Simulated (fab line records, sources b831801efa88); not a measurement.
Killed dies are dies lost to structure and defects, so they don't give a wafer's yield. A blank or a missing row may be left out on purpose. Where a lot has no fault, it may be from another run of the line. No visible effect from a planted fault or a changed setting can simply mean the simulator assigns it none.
Problem report in the 8D (eight disciplines) form, filled by code	flow gf180mcu	the parts of the form that need people (team, actions taken, sign-off) are left out

## 1. WHAT WENT WRONG
Wafers without a fault read 0.987 a.u., standard deviation 0.0074; oes product au at GF_POLY_GATE_ETCH_13 reads a mean of 0.832 a.u. on 3 wafers belonging to 3 lots. That is -21 standard deviations from the usual mean.
The step: etches poly-Si in HBr/Cl2, stops on SiO2, target depth 198.5 nm, time 69.6 s.
Earliest sighting: wafer L985.5 on rie si-02 at day 12 00:22. The record has a number at this step for 20 wafers belonging to 7 lots. Rule for "out", or "out of limits": more than 4 standard deviations from the usual mean. Any other wafer with a number is counted as sound.

## 2. WHAT IT IS AND WHAT IT IS NOT
question	is	is not
which readings at this step	oes product au	drypump motor current A, throttle valve pct
which lots	L985, L986, L988	L978, L979, L994, L997
which wafers of those lots	L985.5, L986.1, L988.5	L985.2, L985.3, L986.2, L986.6, L988.4
read on which tools	rie si-02	rie si-01
when	from day 12 00:22	up to then (8 sound wafers); but 9 sound wafers of L986, L988, L994, L997 came after

## 3. WHAT RULES OUT EACH SUSPECT
Counting: if a tool at a process step up to the reading ran every lot that is out, it stays a suspect. Sound lots after the first of them don't rule it out here, since some wafers of a struck lot are sound.
- rie si-02 at GF_POLY_GATE_ETCH_13 (etches poly-Si in HBr/Cl2, stops on SiO2, target depth 198.5 nm, time 69.6 s): kept. Every lot that is out went through it, the first being L985 (day 12 00:22); the last sound lot it ran before that was L979 (day 10 05:34). Out on those wafers are its own readings of oes product au.
After counting, what remains is rie si-02 at GF_POLY_GATE_ETCH_13.

## 4. THE CAUSE (what the simulator had put in)
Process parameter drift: rie si-02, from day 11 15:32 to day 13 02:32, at GF_POLY_GATE_ETCH_13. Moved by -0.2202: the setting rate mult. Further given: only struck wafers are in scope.
After counting, this tool was the only one left.

## 5. THE CHAIN OF EFFECTS, in route order
Rows list readings where the struck wafers' mean (over those with a number) sits beyond 3 standard deviations from the usual. Only readings for which the record gives a usual standard deviation are gone through. hours: the time from each lot's start at the first step in this table that gives one to its start at this step, as a median over the lots. sigmas: the change in usual standard deviations.
hours	step	reading	usual	on struck wafers	change	sigmas
0	GF_POLY_GATE_ETCH_13	oes product au	0.987 a.u.	0.832	-0.155	-21
It contains these process steps:
- GF_POLY_GATE_ETCH_13: etches poly-Si in HBr/Cl2, stops on SiO2, target depth 198.5 nm, time 69.6 s.

## 6. WHAT WOULD HAVE CAUGHT IT SOONER
The fault began at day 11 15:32; the first out-of-limits reading in this record came at day 12 00:22, 9 hours later.
